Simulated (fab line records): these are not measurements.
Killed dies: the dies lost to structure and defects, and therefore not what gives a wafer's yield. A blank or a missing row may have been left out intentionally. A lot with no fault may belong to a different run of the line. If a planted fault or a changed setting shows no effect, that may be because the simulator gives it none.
Which tool was responsible? / flow sfq-line / route of 325 steps, sampled at 1 step: 14 lots, 42 wafers

WHAT EACH GAUGE READ, for each wafer
Not one reading of a measure or inspect step in the record can be checked against a usual standard deviation.

WHICH TOOL RAN EACH LOT (tool, then ch and the chambers of the sampled wafers, then the start)
lot=L633; SFQ_TRILAYER_M2_ETCH_METAL_ETCH_060=rie-metal-02 ch 0,1, day 36 11:06
lot=L634; SFQ_TRILAYER_M2_ETCH_METAL_ETCH_060=rie-metal-02 ch 0,1, day 36 14:42
lot=L635; SFQ_TRILAYER_M2_ETCH_METAL_ETCH_060=rie-metal-03 ch 1, day 36 15:54
lot=L636; SFQ_TRILAYER_M2_ETCH_METAL_ETCH_060=rie-metal-02 ch 1, day 37 02:51
lot=L637; SFQ_TRILAYER_M2_ETCH_METAL_ETCH_060=rie-metal-03 ch 0,1, day 37 13:30
lot=L638; SFQ_TRILAYER_M2_ETCH_METAL_ETCH_060=rie-metal-02 ch 0,1, day 38 03:54
lot=L641; SFQ_TRILAYER_M2_ETCH_METAL_ETCH_060=rie-metal-02 ch 0,1, day 39 11:44
lot=L643; SFQ_TRILAYER_M2_ETCH_METAL_ETCH_060=rie-metal-03 ch 0,1, day 39 18:58
lot=L645; SFQ_TRILAYER_M2_ETCH_METAL_ETCH_060=rie-metal-03 ch 0,1, day 39 22:32
lot=L650; SFQ_TRILAYER_M2_ETCH_METAL_ETCH_060=rie-metal-01 ch 0,1, day 40 08:08
lot=L651; SFQ_TRILAYER_M2_ETCH_METAL_ETCH_060=rie-metal-02 ch 0, day 40 09:20
lot=L652; SFQ_TRILAYER_M2_ETCH_METAL_ETCH_060=rie-metal-01 ch 0,1, day 40 11:44
lot=L653; SFQ_TRILAYER_M2_ETCH_METAL_ETCH_060=rie-metal-02 ch 0,1, day 40 14:08
lot=L655; SFQ_TRILAYER_M2_ETCH_METAL_ETCH_060=rie-metal-01 ch 0,1, day 40 16:32
- SFQ_TRILAYER_M2_ETCH_METAL_ETCH_060: etches Nb in Cl2/Ar, stops on SiO2, target depth 240 nm, time 120 s.

AS READ BY THE TOOLS THEMSELVES (means over the sampled wafers that have a number; for cases with no such wafer, the mark the record gives instead)
SFQ_TRILAYER_M2_ETCH_METAL_ETCH_060.
lot=L633; tool=rie-metal-02; bias-w (W)=80.24; drypump-motor-current-A (A)=6.17; oes-product-au (a.u.)=0.888
lot=L634; tool=rie-metal-02; bias-w (W)=79.94; drypump-motor-current-A (A)=6.01; oes-product-au (a.u.)=0.903
lot=L635; tool=rie-metal-03; bias-w (W)=80.09; drypump-motor-current-A (A)=5.72; oes-product-au (a.u.)=0.895
lot=L636; tool=rie-metal-02; bias-w (W)=79.84; drypump-motor-current-A (A)=5.87; oes-product-au (a.u.)=0.898
lot=L637; tool=rie-metal-03; bias-w (W)=80.03; drypump-motor-current-A (A)=6.00; oes-product-au (a.u.)=0.899
lot=L638; tool=rie-metal-02; bias-w (W)=80.07; drypump-motor-current-A (A)=6.03; oes-product-au (a.u.)=0.905
lot=L641; tool=rie-metal-02; bias-w (W)=79.66; drypump-motor-current-A (A)=6.02; oes-product-au (a.u.)=0.894
lot=L643; tool=rie-metal-03; bias-w (W)=75.59; drypump-motor-current-A (A)=6.01; oes-product-au (a.u.)=0.888
lot=L645; tool=rie-metal-03; bias-w (W)=75.62; drypump-motor-current-A (A)=6.02; oes-product-au (a.u.)=0.885
lot=L650; tool=rie-metal-01; bias-w (W)=79.86; drypump-motor-current-A (A)=5.99; oes-product-au (a.u.)=0.899
lot=L651; tool=rie-metal-02; bias-w (W)=80.27; drypump-motor-current-A (A)=6.26; oes-product-au (a.u.)=0.894
lot=L652; tool=rie-metal-01; bias-w (W)=79.79; drypump-motor-current-A (A)=6.05; oes-product-au (a.u.)=0.897
lot=L653; tool=rie-metal-02; bias-w (W)=79.96; drypump-motor-current-A (A)=6.12; oes-product-au (a.u.)=0.897
lot=L655; tool=rie-metal-01; bias-w (W)=80.01; drypump-motor-current-A (A)=6.02; oes-product-au (a.u.)=0.889

THE ANSWER, worked out from the rows above alone
Rule: what is usual is taken from the lots themselves. Put in order of their means at a reading, lots are off if they are a third of the lots or fewer, leave a main group of 4 or more, and stand apart from it by a gap of 3 or more times the standard deviation of the main group's means; of several such gaps the widest counts. A main group whose means are all the same, to the digits that the tables above print for the reading, isn't used. Also off: a lot with no number at a reading for which 4 or more lots have one. Where the step has rows for the other lots, those lots are counted as sound. Order of review: gauges by route order, followed by the tools' own readings, for which a lot's mean as printed above is used. At the first step where some lot is off, the reading lying furthest off is the one used; lots without a number count as furthest.
Off, at SFQ_TRILAYER_M2_ETCH_METAL_ETCH_060 on bias-w: L643, L645. For the main group the mean is 79.98 W and the standard deviation 0.17.
If a tool, at that step or one of the process steps before it, ran each lot that is off and ran no sound lot following the first of them, it fits. One fits: rie-metal-03 at SFQ_TRILAYER_M2_ETCH_METAL_ETCH_060. Its last sound lot is L637 (day 37 13:30), its first lot that is off L643 (day 39 18:58): a fault that began between those two fits.
On the lots that are off, the tool's own readings at SFQ_TRILAYER_M2_ETCH_METAL_ETCH_060 differ by more than 5 times the standard deviation of the sound lots' means, which bears it out; bias-w reads 75.61 W there versus 79.98 W on the sound lots.

WHAT THE SIMULATOR HAD PUT IN
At SFQ_TRILAYER_M2_ETCH_METAL_ETCH_060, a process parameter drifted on rie-metal-03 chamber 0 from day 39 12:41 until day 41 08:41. Setting bias-w shifted by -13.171 from 80. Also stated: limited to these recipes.
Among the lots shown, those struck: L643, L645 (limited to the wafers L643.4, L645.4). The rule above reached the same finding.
